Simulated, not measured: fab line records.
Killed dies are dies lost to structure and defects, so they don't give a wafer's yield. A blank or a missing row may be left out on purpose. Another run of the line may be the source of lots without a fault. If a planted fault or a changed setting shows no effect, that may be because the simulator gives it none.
fab line records	flow sky130
[record] lots = 24	wafers = 72	last-day = 50
route steps=708 shown PWDE@84 SPACER@306 VIA1@470 METAL3@564 VIA3@594
lots that met no fault: from a run of the same line without faults
start-h: the number of hours between the record's first day and the start of the first shown wafer of the lot	wait-h: hours since the lot's step before	" identical to the entry in the row above	L1.1+2: a row that stands for several wafers	- no value, or no start given	* or withheld: withheld	< > ~ a bound
route shown NAME@n: NAME is a module with steps in the file, n the number in the route of the first one	usual: the fault-free wafers' mean and standard deviation	same: alike in all rows	chamber/n: place in a boat	sites: per-site readings	_std_site: their standard deviation	_edge_site: the outer-site mean with the inner-site mean subtracted	radius-mm: for every site, how far away it sits from the centre of the wafer	mask NAME#n: copy n	behind: the tool/chamber that last shaped the wafer	hold: the reason the lot was held/the length of the hold in hours/how it ended	device: transistor that didn't switch, given as n, p or np	end of line: the route-end tests of the same wafers	for a step that has no rows: nothing shown but its recipe	killed: the dies lost at the first sort to structure and to defects; this is not the yield of the wafer	map: shows each die of a wafer: x if killed, . if not, _ if none is there
set.NAME: setting as actually run; set.NAME@STEP: the setting as run at that earlier step	model.NAME: the simulator's own value behind a step, which no gauge read
a sample of lots followed through the steps of the route, with each step as a table and each wafer as a row
services: the hour from which a tool's chamber was out of use, counted from the record's first day as start-h (under 0 if before that day), plus the number of hours and why
[[steps]]
[step SKY_NWELL_RS_MEAS_31]
[recipe] thk-meas-gauge = four-point-probe
[usual] PWDE_RS = 5269/14
lot.wafer	tool	chamber	start-h	wait-h	PWDE_RS[ohm/sq]
L074.2	film-metro-04	-	99.88	0.1	5269
L074.3	"	-	"	"	5274
L074.4	"	-	"	"	5272
L075.1	film-metro-02	-	108.81	0.1	5271
L075.3	"	-	"	"	5268
L075.5	"	-	"	"	5269
L076.1	film-metro-02	-	114.31	0.1	5258
L076.2	"	-	"	"	5269
L076.3	"	-	"	"	5268
L077.2	film-metro-04	-	120.78	0.1	5265
L077.3	"	-	"	"	5273
L077.4	"	-	"	"	5278
L078.2	film-metro-04	-	127.44	0.1	5262
L078.3	"	-	"	"	5289
L078.5	"	-	"	"	5263
L079.1	film-metro-02	-	131.31	0.1	5237
L079.3	"	-	"	"	5254
L079.6	"	-	"	"	5269
L080.1	film-metro-02	-	141.16	0.1	5260
L080.3	"	-	"	"	5254
L080.4	"	-	"	"	5267
L081.1	film-metro-02	-	143.72	0.1	5266
L081.3	"	-	"	"	5238
L081.4	"	-	"	"	5251
L082.4	film-metro-04	-	154.82	0.1	5274
L082.5	"	-	"	"	5270
L082.6	"	-	"	"	5254
L083.1	film-metro-02	-	160.61	0.1	5284
L083.2	"	-	"	"	5282
L083.4	"	-	"	"	5259
L084.2	film-metro-02	-	163.47	0.1	5271
L084.5	"	-	"	"	5237
L084.6	"	-	"	"	5269
L085.1	film-metro-03	-	172.07	0.1	5275
L085.4	"	-	"	"	5270
L085.5	"	-	"	"	5272
L086.2	film-metro-02	-	175.48	0.1	5248
L086.3	"	-	"	"	5271
L086.4	"	-	"	"	5250
L087.4	film-metro-02	-	185.42	0.1	5255
L087.5	"	-	"	"	5295
L087.6	"	-	"	"	5302
L088.3	film-metro-03	-	193.50	0.1	5260
L088.5	"	-	"	"	5264
L088.6	"	-	"	"	5286
L089.1	film-metro-02	-	194.72	0.1	5294
L089.3	"	-	"	"	5259
L089.6	"	-	"	"	5272
L090.2	film-metro-03	-	202.38	0.1	5279
L090.3	"	-	"	"	5279
L090.5	"	-	"	"	5278
L091.1	film-metro-02	-	205.98	0.1	5285
L091.2	"	-	"	"	5271
L091.5	"	-	"	"	5292
L092.1	film-metro-04	-	210.66	0.1	5263
L092.3	"	-	"	"	5271
L092.6	"	-	"	"	5261
L093.3	film-metro-03	-	219.90	0.1	5297
L093.5	"	-	"	"	5293
L093.6	"	-	"	"	5294
L094.2	film-metro-03	-	226.83	0.1	5287
L094.3	"	-	"	"	5280
L094.4	"	-	"	"	5277
L095.1	film-metro-03	-	232.26	0.1	5276
L095.5	"	-	"	"	5281
L095.6	"	-	"	"	5261
L096.2	film-metro-04	-	237.08	0.1	5253
L096.4	"	-	"	"	5265
L096.6	"	-	"	"	5263
L097.1	film-metro-02	-	243.21	0.1	5264
L097.3	"	-	"	"	5254
L097.6	"	-	"	"	5267
[step SKY_SPACER_ETCHBACK_02]
[recipe] chemistry = CH3F/O2	target = Si3N4	stop-on = SiO2	source-w = 400	bias-w = 80	pressure-mtorr = 25	ch3f-flow-sccm = 40	O2_flow_sccm = 30	time-s = 46.7	target-depth-a = 450
[usual] ch3f-flow-sccm = 39.99/0.13	drypump-motor-current-A = 5.7/0.63	oes-product-au = 0.854/0.0066	throttle-valve-pct = 10.563/0.0088
lot.wafer	tool	chamber	start-h	wait-h	ch3f-flow-sccm	drypump-motor-current-A	oes-product-au	rf-hours-counter-h	throttle-valve-pct
L074.2	rie-diel-01	2	523.03	0.0	39.91	5.1	0.844	35	10.568
L074.3	"	3	"	"	40.06	6.8	0.844	4	10.548
L074.4	"	0	"	"	39.93	5.4	0.853	11	10.569
L075.1	rie-diel-02	3	534.14	0.1	39.95	5.0	0.854	5	10.557
L075.3	"	0	"	"	40.13	5.6	0.849	18	10.547
L075.5	"	2	"	"	40.09	6.3	0.844	-	10.565
L076.1	rie-diel-02	3	538.43	0.1	40.14	5.0	0.843	6	10.557
L076.2	"	2	"	"	39.96	6.3	0.857	42	10.562
L076.3	"	2	"	"	40.13	6.4	0.848	-	10.555
L077.2	rie-diel-04	3	552.85	0.0	39.96	5.6	0.862	16	10.570
L077.3	"	0	"	"	40.12	5.7	0.852	16	10.568
L077.4	"	0	"	"	40.13	5.7	0.863	-	10.558
L078.2	rie-diel-01	0	563.06	0.0	40.05	5.4	0.857	11	10.563
L078.3	"	2	"	"	39.90	5.1	0.844	36	10.558
L078.5	"	0	"	"	40.13	5.4	0.855	-	10.567
L079.1	rie-diel-01	3	567.03	0.1	39.96	6.8	0.855	5	10.570
L079.3	"	1	"	"	40.21	6.2	0.850	13	10.567
L079.6	"	0	"	"	39.96	5.4	0.862	-	10.554
L080.1	rie-diel-04	0	584.12	0.1	40.00	5.7	0.847	16	10.571
L080.3	"	2	"	"	39.88	5.0	0.850	3	10.568
L080.4	"	1	"	"	40.14	5.1	0.848	11	10.568
L081.1	rie-diel-02	2	590.76	0.1	40.13	6.3	0.853	44	10.566
L081.3	"	1	"	"	40.06	6.0	0.852	1	10.553
L081.4	"	3	"	"	39.81	5.0	0.848	7	10.562
L082.4	rie-diel-01	2	599.09	0.0	40.04	5.1	0.863	36	10.562
L082.5	"	3	"	"	40.05	6.8	0.850	-	10.568
L082.6	"	0	"	"	39.82	5.4	0.855	-	10.564
L083.1	rie-diel-01	2	606.73	0.1	39.65	5.1	0.854	36	10.558
L083.2	"	0	"	"	39.97	5.3	0.851	12	10.566
L083.4	"	1	"	"	39.87	6.2	0.858	14	10.557
L084.2	rie-diel-02	0	615.15	0.0	40.17	5.5	0.850	19	10.553
L084.5	"	1	"	"	40.27	6.0	0.843	-	10.561
L084.6	"	0	"	"	39.92	5.5	0.847	-	10.555
L085.1	rie-diel-01	2	624.34	0.1	40.05	5.1	0.857	37	10.557
L085.4	"	0	"	"	40.01	5.4	0.872	12	10.577
L085.5	"	2	"	"	40.03	5.1	0.857	-	10.571
L086.2	rie-diel-01	3	633.89	0.0	40.15	6.8	0.857	6	10.568
L086.3	"	2	"	"	39.86	5.1	0.851	37	10.560
L086.4	"	0	"	"	40.03	5.4	0.849	12	10.541
L087.4	rie-diel-02	3	647.33	0.0	39.92	5.0	0.851	8	10.559
L087.5	"	3	"	"	40.21	5.0	0.873	-	10.564
L087.6	"	2	"	"	40.05	6.3	0.859	-	10.564
L089.1	rie-diel-02	1	654.05	0.1	39.99	6.0	0.861	2	10.561
L089.3	"	2	"	"	39.91	6.3	0.850	45	10.577
L089.6	"	3	"	"	39.90	5.0	0.869	-	10.550
L088.3	rie-diel-04	1	656.62	0.0	39.90	5.1	0.851	12	10.570
L088.5	"	3	"	"	40.13	5.6	0.841	-	10.565
L088.6	"	2	"	"	39.92	5.0	0.852	-	10.572
L091.1	rie-diel-04	2	673.81	0.1	39.82	5.0	0.857	5	10.560
L091.2	"	3	"	"	40.02	5.6	0.858	18	10.554
L091.5	"	1	"	"	39.92	5.1	0.848	-	10.567
L090.2	rie-diel-01	0	675.02	0.0	40.17	5.3	0.855	13	10.587
L090.3	"	1	"	"	40.13	6.2	0.853	15	10.561
L090.5	"	2	"	"	40.07	5.1	0.861	-	10.568
L092.1	rie-diel-04	1	675.02	0.1	39.79	5.0	0.851	13	10.557
L092.3	"	2	"	"	39.88	5.0	0.855	5	10.560
L092.6	"	3	"	"	40.06	5.6	0.856	-	10.573
L093.3	rie-diel-01	1	683.79	0.0	39.88	6.2	0.861	15	10.557
L093.5	"	3	"	"	39.86	6.8	0.863	-	10.574
L093.6	"	2	"	"	40.04	5.1	0.857	-	10.554
L094.2	rie-diel-01	2	689.34	0.0	40.01	5.1	0.859	38	10.581
L094.3	"	3	"	"	40.04	6.8	0.853	7	10.559
L094.4	"	1	"	"	40.13	6.2	0.857	15	10.565
L095.1	rie-diel-01	2	701.76	0.1	40.04	5.1	0.860	38	10.569
L095.5	"	2	"	"	40.13	5.1	0.862	-	10.561
L095.6	"	1	"	"	40.15	6.2	0.857	-	10.557
L096.2	rie-diel-04	1	706.43	0.0	39.84	5.1	0.859	14	10.579
L096.4	"	3	"	"	40.11	5.7	0.857	19	10.570
L096.6	"	1	"	"	39.90	5.1	0.853	-	10.551
L097.1	rie-diel-01	3	713.98	0.1	40.18	6.8	0.855	8	10.579
L097.3	"	2	"	"	39.91	5.1	0.853	38	10.563
L097.6	"	3	"	"	40.10	6.8	0.849	-	10.569
[step SKY_VIA1_CD_MEAS_12]
[recipe] target-cd-nm = 150
[usual] cd-nm = 149.8/1.7
lot.wafer	tool	chamber	start-h	wait-h	cd-nm
L074.2	cd-sem-02	-	785.64	-	149.8
L074.3	"	-	"	"	149.4
L074.4	"	-	"	"	149.3
L075.1	cd-sem-02	-	794.87	-	150.1
L075.3	"	-	"	"	151.4
L075.5	"	-	"	"	150.2
L076.1	cd-sem-01	-	799.23	-	147.4
L076.2	"	-	"	"	146.9
L076.3	"	-	"	"	146.8
L077.2	cd-sem-02	-	812.80	-	149.9
L077.3	"	-	"	"	151.9
L077.4	"	-	"	"	150.3
L078.2	cd-sem-01	-	821.55	-	147.6
L078.3	"	-	"	"	147.8
L078.5	"	-	"	"	147.5
L079.1	cd-sem-01	-	822.22	-	152.1
L079.3	"	-	"	"	151.9
L079.6	"	-	"	"	151.9
L080.1	cd-sem-01	-	839.67	-	149.2
L080.3	"	-	"	"	149.4
L080.4	"	-	"	"	150.4
L081.1	cd-sem-01	-	846.87	-	148.9
L081.3	"	-	"	"	149.2
L081.4	"	-	"	"	149.8
L082.4	cd-sem-02	-	851.88	-	152.0
L082.5	"	-	"	"	152.1
L082.6	"	-	"	"	152.4
L083.1	cd-sem-02	-	861.32	-	150.5
L083.2	"	-	"	"	148.6
L083.4	"	-	"	"	150.5
L084.2	cd-sem-02	-	868.29	-	150.6
L084.5	"	-	"	"	149.7
L084.6	"	-	"	"	150.5
L085.1	cd-sem-01	-	876.42	-	148.8
L085.4	"	-	"	"	148.7
L085.5	"	-	"	"	149.1
L086.2	cd-sem-02	-	886.95	-	146.9
L086.3	"	-	"	"	147.4
L086.4	"	-	"	"	147.6
L087.4	cd-sem-01	-	899.13	-	150.0
L087.5	"	-	"	"	149.3
L087.6	"	-	"	"	149.7
L089.1	cd-sem-01	-	903.02	-	148.9
L089.3	"	-	"	"	148.9
L089.6	"	-	"	"	148.0
L088.3	cd-sem-02	-	905.67	-	150.7
L088.5	"	-	"	"	150.6
L088.6	"	-	"	"	149.8
L091.1	cd-sem-02	-	922.17	-	150.7
L091.2	"	-	"	"	150.8
L091.5	"	-	"	"	151.4
L092.1	cd-sem-01	-	925.22	-	149.6
L092.3	"	-	"	"	150.6
L092.6	"	-	"	"	149.9
L090.2	cd-sem-01	-	925.90	-	149.9
L090.3	"	-	"	"	152.3
L090.5	"	-	"	"	150.3
L093.3	cd-sem-01	-	931.52	-	147.9
L093.5	"	-	"	"	149.8
L093.6	"	-	"	"	149.9
L094.2	cd-sem-01	-	938.25	-	147.6
L094.3	"	-	"	"	146.7
L094.4	"	-	"	"	149.1
L095.1	cd-sem-01	-	947.33	-	150.5
L095.5	"	-	"	"	150.9
L095.6	"	-	"	"	151.7
L096.2	cd-sem-01	-	950.54	-	151.6
L096.4	"	-	"	"	153.3
L096.6	"	-	"	"	152.1
L097.1	cd-sem-01	-	957.07	-	152.0
L097.3	"	-	"	"	150.6
L097.6	"	-	"	"	150.1
[step SKY_METAL3_OVL_MEAS_14]
[usual] METAL3_OVL = 1/4.6
lot.wafer	tool	chamber	start-h	wait-h	METAL3_OVL[nm]
L074.2	overlay-01	-	897.80	0.1	-1
L074.3	"	-	"	"	-5
L074.4	"	-	"	"	2
L075.1	overlay-02	-	906.64	0.1	-9
L075.3	"	-	"	"	-7
L075.5	"	-	"	"	-5
L076.1	overlay-01	-	908.30	0.1	2
L076.2	"	-	"	"	7
L076.3	"	-	"	"	-2
L077.2	overlay-01	-	923.00	0.1	0
L077.3	"	-	"	"	2
L077.4	"	-	"	"	0
L078.2	overlay-02	-	931.15	0.1	-5
L078.3	"	-	"	"	4
L078.5	"	-	"	"	-3
L079.1	overlay-02	-	933.44	0.1	3
L079.3	"	-	"	"	-4
L079.6	"	-	"	"	2
L080.1	overlay-02	-	947.09	0.1	-3
L080.3	"	-	"	"	-2
L080.4	"	-	"	"	-8
L081.1	overlay-02	-	954.90	0.1	10
L081.3	"	-	"	"	1
L081.4	"	-	"	"	-2
L082.4	overlay-02	-	959.21	0.1	7
L082.5	"	-	"	"	1
L082.6	"	-	"	"	5
L083.1	overlay-01	-	967.50	0.1	-7
L083.2	"	-	"	"	2
L083.4	"	-	"	"	-2
L084.2	overlay-01	-	973.85	0.1	2
L084.5	"	-	"	"	1
L084.6	"	-	"	"	-8
L085.1	overlay-02	-	983.20	0.1	0
L085.4	"	-	"	"	2
L085.5	"	-	"	"	-9
L086.2	overlay-02	-	990.40	0.1	7
L086.3	"	-	"	"	-1
L086.4	"	-	"	"	4
L087.4	overlay-01	-	1003.77	0.1	10
L087.5	"	-	"	"	-1
L087.6	"	-	"	"	8
L089.1	overlay-01	-	1005.79	0.1	6
L089.3	"	-	"	"	1
L089.6	"	-	"	"	-3
L088.3	overlay-02	-	1008.76	0.1	5
L088.5	"	-	"	"	2
L088.6	"	-	"	"	5
L091.1	overlay-02	-	1022.89	0.1	-5
L091.2	"	-	"	"	-3
L091.5	"	-	"	"	-7
L092.1	overlay-02	-	1025.94	0.1	7
L092.3	"	-	"	"	-3
L092.6	"	-	"	"	7
L090.2	overlay-01	-	1027.05	0.1	4
L090.3	"	-	"	"	1
L090.5	"	-	"	"	2
L093.3	overlay-02	-	1031.86	0.1	12
L093.5	"	-	"	"	1
L093.6	"	-	"	"	0
L094.2	overlay-01	-	1037.80	0.1	3
L094.3	"	-	"	"	-4
L094.4	"	-	"	"	-4
L095.1	overlay-01	-	1044.49	0.1	1
L095.5	"	-	"	"	-2
L095.6	"	-	"	"	7
L096.2	overlay-02	-	1049.15	0.1	7
L096.4	"	-	"	"	0
L096.6	"	-	"	"	-5
L097.1	overlay-01	-	1054.69	0.1	0
L097.3	"	-	"	"	4
L097.6	"	-	"	"	8
[step SKY_METAL3_METAL_ETCH_18]
[recipe] target-depth-a = 8450	stop-on = SiO2	over-etch-frac = 0.3	time-s = 183.1	chemistry = Cl2/BCl3	resist-sidewall-deg = 88	pressure-mtorr = 10	icp-w = 900	bias-w = 48.5	Cl2_flow_sccm = 60	bcl3-flow-sccm = 30
[usual] drypump-motor-current-A = 5.81/0.076	oes-product-au = 0.867/0.0067	throttle-valve-pct = 22.264/0.0087
lot.wafer	tool	chamber	start-h	wait-h	drypump-motor-current-A	oes-product-au	rf-hours-counter-h	throttle-valve-pct
L074.2	rie-metal-01	1	897.98	0.0	5.78	0.860	2	22.280
L074.3	"	0	"	"	5.73	0.873	-	22.270
L074.4	"	1	"	"	5.79	0.863	-	22.260
L075.1	rie-metal-01	0	906.83	0.0	5.74	0.862	17	22.258
L075.3	"	1	"	"	5.80	0.855	-	22.263
L075.5	"	0	"	"	5.75	0.860	-	22.273
L076.1	rie-metal-02	1	908.48	0.0	5.69	0.880	4	22.264
L076.2	"	1	"	"	5.70	0.878	-	22.265
L076.3	"	1	"	"	5.70	0.869	-	22.254
L077.2	rie-metal-01	0	923.18	0.0	5.74	0.870	17	22.264
L077.3	"	1	"	"	5.81	0.861	-	22.272
L077.4	"	0	"	"	5.74	0.867	-	22.278
L078.2	rie-metal-03	1	931.33	0.0	5.86	0.856	14	22.257
L078.3	"	1	"	"	5.84	0.863	-	22.253
L078.5	"	1	"	"	5.87	0.859	-	22.264
L079.1	rie-metal-01	0	933.76	0.0	5.72	0.864	18	22.262
L079.3	"	0	"	"	5.73	0.860	-	22.261
L079.6	"	0	"	"	5.74	0.863	-	22.264
L080.1	rie-metal-03	1	947.28	0.0	5.87	0.867	14	22.263
L080.3	"	0	"	"	5.90	0.865	-	22.277
L080.4	"	1	"	"	5.86	0.860	-	22.266
L081.1	rie-metal-01	0	955.08	0.0	5.74	0.877	19	22.250
L081.3	"	1	"	"	5.81	0.876	-	22.253
L081.4	"	0	"	"	5.74	0.880	-	22.268
L082.4	rie-metal-03	1	959.44	0.1	5.80	0.863	-	22.259
L082.5	"	0	"	"	5.88	0.856	-	22.250
L082.6	"	1	"	"	5.76	0.866	-	22.266
L083.1	rie-metal-01	1	967.68	0.0	5.83	0.877	6	22.277
L083.2	"	0	"	"	5.73	0.861	20	22.259
L083.4	"	0	"	"	5.74	0.855	-	22.258
L084.2	rie-metal-03	1	974.03	0.0	5.91	0.866	16	22.262
L084.5	"	0	"	"	5.90	0.866	-	22.258
L084.6	"	1	"	"	5.90	0.868	-	22.262
L085.1	rie-metal-01	0	983.38	0.0	5.74	0.876	21	22.270
L085.4	"	1	"	"	5.75	0.865	-	22.279
L085.5	"	0	"	"	5.75	0.859	-	22.280
L086.2	rie-metal-03	1	990.58	0.0	5.85	0.872	17	22.283
L086.3	"	0	"	"	5.90	0.865	-	22.277
L086.4	"	1	"	"	5.80	0.871	-	22.269
L087.4	rie-metal-03	0	1003.99	0.1	5.90	0.876	-	22.251
L087.5	"	1	"	"	5.87	0.869	-	22.273
L087.6	"	0	"	"	5.90	0.873	-	22.266
L089.1	rie-metal-01	1	1005.98	0.0	5.81	0.866	8	22.265
L089.3	"	1	"	"	5.81	0.866	-	22.259
L089.6	"	0	"	"	5.73	0.857	-	22.269
L088.3	rie-metal-01	0	1008.99	0.1	5.75	0.879	-	22.268
L088.5	"	1	"	"	5.82	0.870	-	22.261
L088.6	"	0	"	"	5.76	0.871	-	22.255
L091.1	rie-metal-02	1	1023.08	0.0	5.70	0.860	9	22.261
L091.2	"	0	"	"	5.89	0.868	4	22.269
L091.5	"	1	"	"	5.72	0.868	-	22.259
L092.1	rie-metal-03	0	1026.13	0.0	5.90	0.870	15	22.270
L092.3	"	1	"	"	5.86	0.873	-	22.242
L092.6	"	0	"	"	5.90	0.864	-	22.261
L090.2	rie-metal-03	1	1027.23	0.0	5.88	0.867	19	22.251
L090.3	"	1	"	"	5.81	0.859	-	22.268
L090.5	"	0	"	"	5.91	0.875	-	22.265
L093.3	rie-metal-02	1	1032.22	0.1	5.69	0.868	-	22.275
L093.5	"	1	"	"	5.67	0.862	-	22.278
L093.6	"	0	"	"	5.90	0.874	-	22.281
L094.2	rie-metal-02	1	1038.11	0.0	5.70	0.868	11	22.254
L094.3	"	1	"	"	5.69	0.862	-	22.253
L094.4	"	0	"	"	5.92	0.862	-	22.269
L095.1	rie-metal-01	0	1044.68	0.0	5.72	0.864	0	22.263
L095.5	"	1	"	"	5.83	0.869	-	22.264
L095.6	"	0	"	"	5.73	0.874	-	22.276
L096.2	rie-metal-02	1	1049.33	0.0	5.69	0.868	11	22.280
L096.4	"	1	"	"	5.71	0.878	-	22.269
L096.6	"	0	"	"	5.91	0.865	-	22.252
L097.1	rie-metal-02	0	1054.88	0.0	5.88	0.872	6	22.273
L097.3	"	0	"	"	5.87	0.878	-	22.270
L097.6	"	0	"	"	5.87	0.863	-	22.249
[step SKY_VIA3_CVD_21]
[recipe] material = W	target-thk-nm = 390	time-s = 117.31	temp-c = 400	pressure-torr = 40
[usual] heater-power-w = 869/110
lot.wafer	tool	chamber	start-h	wait-h	heater-power-w
L074.2	cvd-w-02	0	924.84	0.0	974
L074.3	"	0	"	"	986
L074.4	"	1	"	"	706
L075.1	cvd-w-01	0	934.09	0.0	777
L075.3	"	0	"	"	800
L075.5	"	1	"	"	931
L076.1	cvd-w-01	1	935.04	0.0	914
L076.2	"	0	"	"	775
L076.3	"	1	"	"	931
L077.2	cvd-w-01	1	951.09	0.0	938
L077.3	"	0	"	"	786
L077.4	"	1	"	"	937
L078.2	cvd-w-02	1	958.09	0.0	713
L078.3	"	0	"	"	997
L078.5	"	1	"	"	733
L079.1	cvd-w-01	1	960.69	0.0	942
L079.3	"	0	"	"	777
L079.6	"	0	"	"	772
L080.1	cvd-w-01	1	972.92	0.0	949
L080.3	"	0	"	"	771
L080.4	"	1	"	"	956
L081.1	cvd-w-02	0	981.64	0.0	996
L081.3	"	0	"	"	983
L081.4	"	0	"	"	982
L082.4	cvd-w-02	0	985.61	0.2	987
L082.5	"	0	"	"	972
L082.6	"	0	"	"	989
L083.1	cvd-w-02	1	994.02	0.0	726
L083.2	"	0	"	"	981
L083.4	"	0	"	"	988
L084.2	cvd-w-01	1	999.86	0.0	932
L084.5	"	1	"	"	926
L084.6	"	0	"	"	792
L085.1	cvd-w-02	0	1009.61	0.0	1000
L085.4	"	0	"	"	955
L085.5	"	1	"	"	705
L086.2	cvd-w-01	1	1015.93	0.0	903
L086.3	"	0	"	"	788
L086.4	"	1	"	"	946
L087.4	cvd-w-02	0	1028.99	0.1	982
L087.5	"	0	"	"	1004
L087.6	"	1	"	"	733
L089.1	cvd-w-02	0	1031.66	0.0	982
L089.3	"	1	"	"	724
L089.6	"	1	"	"	727
L088.3	cvd-w-01	0	1034.42	0.1	773
L088.5	"	0	"	"	784
L088.6	"	1	"	"	908
L091.1	cvd-w-01	0	1047.29	0.0	803
L091.2	"	1	"	"	929
L091.5	"	1	"	"	935
L092.1	cvd-w-01	0	1051.45	0.0	797
L092.3	"	0	"	"	778
L092.6	"	1	"	"	964
L090.2	cvd-w-01	0	1051.96	0.0	779
L090.3	"	0	"	"	805
L090.5	"	1	"	"	944
L093.3	cvd-w-01	1	1056.87	0.1	924
L093.5	"	0	"	"	782
L093.6	"	1	"	"	940
L094.2	cvd-w-02	0	1061.94	0.0	1002
L094.3	"	0	"	"	985
L094.4	"	1	"	"	709
L095.1	cvd-w-02	1	1069.14	0.0	725
L095.5	"	1	"	"	712
L095.6	"	0	"	"	1008
L096.2	cvd-w-02	0	1072.58	0.0	996
L096.4	"	1	"	"	730
L096.6	"	1	"	"	723
L097.1	cvd-w-02	0	1078.38	0.0	990
L097.3	"	1	"	"	709
L097.6	"	0	"	"	988
[[services]]
tool	chamber	start-h	hours	kind
rie-metal-01	-	515.76	2.8	pm
rie-metal-01	1	518.77	6.8	repair
cvd-w-01	-	545.46	2.8	pm
rie-diel-01	-	548.01	14.6	pm
cvd-w-01	-	566.70	0.9	repair
cvd-w-01	1	608.37	8.3	repair
rie-metal-01	-	614.49	1.4	pm
cvd-w-02	-	659.25	0.5	repair
cvd-w-02	-	694.47	0.2	repair
rie-diel-01	0	713.08	6.0	repair
rie-diel-01	0	731.31	1.6	repair
cvd-w-01	1	736.98	1.4	repair
cvd-w-01	-	904.00	14.0	pm
rie-diel-01	-	940.60	1.5	repair
rie-diel-01	0	947.21	17.0	repair
cvd-w-02	1	972.26	21.6	repair
cvd-w-01	0	978.97	3.0	repair
cvd-w-02	-	982.52	2.8	pm
rie-diel-01	-	996.98	0.1	repair
rie-diel-01	-	1011.70	2.8	pm
rie-diel-01	-	1014.95	4.3	pm
rie-diel-01	2	1046.15	7.0	repair
cvd-w-02	-	1052.20	1.7	repair
cvd-w-01	0	1061.26	13.5	repair
[[key]]
fault none
